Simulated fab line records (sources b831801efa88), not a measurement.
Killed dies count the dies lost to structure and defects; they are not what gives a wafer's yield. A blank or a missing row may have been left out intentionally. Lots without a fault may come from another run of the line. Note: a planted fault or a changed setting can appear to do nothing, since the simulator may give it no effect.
A lot that was struck, set against a sound lot + flow sky130 + 19 steps out of a route of 708
Sound: these wafers, L621.1, L621.4, L621.5. Wafers L611.3, L611.5, L611.6 were the ones struck. At the end, the cause is stated.
At each step with rows: each side's tool, then ch and its chambers, then its first start. Under that, the readings that differ: sound wafers + struck wafers + difference of the means + sigmas: that difference in standard deviations of wafers without a fault.
alike: readings whose means differ by less than 2 such deviations, and words and numbers that are the same on both sides. not compared: withheld readings, readings that some wafer has no value for, bounds like >300 that may hide the same value, and numbers for which the record gives no deviation and whose values overlap.
Wherever a step has rows on one side only, a row that says differs or no value, or a row with sigmas, the two part there. Numbers that don't overlap but have no deviation are shown without sigmas and don't part them. A reading that every wafer of one side lacks parts them only if that side has two wafers or more.

SKY_VIA1_ETCH_15: etches SiO2 in C4F8/O2/Ar, stops on TiN, target depth 351 nm, time 54 s.
  sound on rieDiel-01 ch 0,2,3, day 40 14:10; struck on rieDiel-03 ch 0,1,2, day 37 17:08
  alike: biasW, oesProductAu
  not compared: rfHoursCounterH
then, 4 steps without rows for these wafers: SKY_VIA1_STRIP_16 (strips in O2/N2); SKY_VIA1_STRIP_17 (strips in post etch residue remover, time 1200 s); SKY_VIA1_CLEAN_18 (cleans in IPA, time 180 s); SKY_VIA1_CLEAN_19 (cleans in O3/DIW).
SKY_VIA1_SPUTTER_20: material TiN, target thk 20 nm, time 80 s.
  sound: pvdSputter-04 at day 40 14:48; struck: pvdSputter-02 at day 37 17:47
  alike: cathodeDcPowerW, chamberPressurePa, throttleValvePct
SKY_VIA1_CVD_21: deposits W, target thk 270 nm, time 80.902 s.
  sound on cvdW-01 ch 0,1, day 40 14:52; struck on cvdW-01 ch 0,1, day 37 17:53
  alike: heaterPowerW
SKY_VIA1_RS_MEAS_22: the measuring method here is four-point-probe.
  sound: filmMetro-04 at day 40 14:57; struck: filmMetro-04 at day 37 17:59
  alike: VIA1_W_RS
SKY_VIA1_THK_MEAS_23: measures by xrf.
  sound: filmMetro-04 at day 40 15:04; struck: filmMetro-04 at day 37 18:05
  alike: VIA1_W_THK
SKY_VIA1_CMP_24: polishes, stops on SiO2, t overpolish 15 s, target thk 0 nm.
  sound on cmp-02 ch 1,3, day 40 15:08; struck on cmp-02 ch 0,1, day 37 18:10
  alike: motorCurrentA, overpolishRunS, slurryFilterDpKPa, timeToEndpointS
then, 2 steps without rows for these wafers: SKY_METAL2_SPUTTER_00 (material Ti, target thk 15 nm, time 10 s); SKY_METAL2_SPUTTER_01 (material TiN, target thk 20 nm, time 16.7 s).
SKY_METAL2_SPUTTER_02: material AlCu, target thk 250 nm, time 13.3 s.
  sound: pvdSputter-03 at day 40 15:29; struck: pvdSputter-04 at day 37 18:28
  no value came back on the struck wafers for cathodeDcPowerW (W), chamberPressurePa (Pa), throttleValvePct (%); on the sound wafers cathodeDcPowerW (W) reads 10602 10598 10601
SKY_METAL2_SPUTTER_03: material Ti, target thk 5 nm, time 3.3 s.
  sound: pvdSputter-03 at day 40 15:31; struck: pvdSputter-04 at day 37 18:29
  alike: cathodeDcPowerW, chamberPressurePa, throttleValvePct
then, 1 step without rows for these wafers: SKY_METAL2_SPUTTER_04 (material TiN, target thk 70 nm, time 58.3 s).
SKY_METAL2_RS_MEAS_05: the measuring method here is four-point-probe.
  sound: filmMetro-02 at day 40 15:34; struck: filmMetro-02 at day 37 18:36
| reading                 | sound                | struck               | difference | sigmas      |
|-------------------------|----------------------|----------------------|------------|-------------|
| METAL2_ALCU_RS (ohm/sq) | 0.1263 0.1254 0.1272 | 8.6068 8.6505 8.5540 | +8.4775    | +99 or more |
SKY_METAL2_THK_MEAS_06: measures by xrf.
  sound: filmMetro-02 at day 40 15:41; struck: filmMetro-02 at day 37 18:42
| reading              | sound       | struck   | difference | sigmas |
|----------------------|-------------|----------|------------|--------|
| METAL2_ALCU_THK (nm) | 253 254 250 | <0 <0 <0 | differs    |        |
then, 1 step without rows for these wafers: SKY_METAL2_DEHYDRATE_07 (time 60 s).
-- the record jumps here: 11 days lie between the struck wafers' starts before and after (it left off in module METAL2 and takes up again in module PAD_OPEN, whose first step shown is number 708 of the route) --
SKY_PAD_OPEN_PROBE_99:
  sound: prober-01 at day 50 15:42; struck: prober-01 at day 48 16:07
| reading                 | sound          | struck         | difference | sigmas |
|-------------------------|----------------|----------------|------------|--------|
| defectLimitedYield (%)  | 84.1 79.7 85.2 | 0 0 0          | -83        | -42    |
| killed_at_M0_to_M3      | 45 48 35       | 439 451 459    | +407       | +52    |
| killedDies              | 78 100 73      | 492 492 492    | +408       | +41    |
| killedOnRim             | 18 21 15       | 96 96 96       | +78        | +20    |
| sort_bin_5_function (%) | 9.3 11.0 9.3   | 90.9 90.9 92.5 | +81.6      | +54    |
| sortNPass               | 414 392 419    | 0 0 0          | -408       | -41    |
| sortYieldPct (%)        | 84.1 79.7 85.2 | 0 0 0          | -83        | -42    |
  alike: killed_at_M4_up, killedAtContacts, killedAtFrontEnd, killedAtOther, killedOpen, killedShort, sort_bin_3_pad_short, sort_bin_6_memory

WHERE THEY PART
Last at SKY_PAD_OPEN_PROBE_99 as far as this record goes, first at SKY_METAL2_SPUTTER_02.

WHY: whatever the simulator had introduced
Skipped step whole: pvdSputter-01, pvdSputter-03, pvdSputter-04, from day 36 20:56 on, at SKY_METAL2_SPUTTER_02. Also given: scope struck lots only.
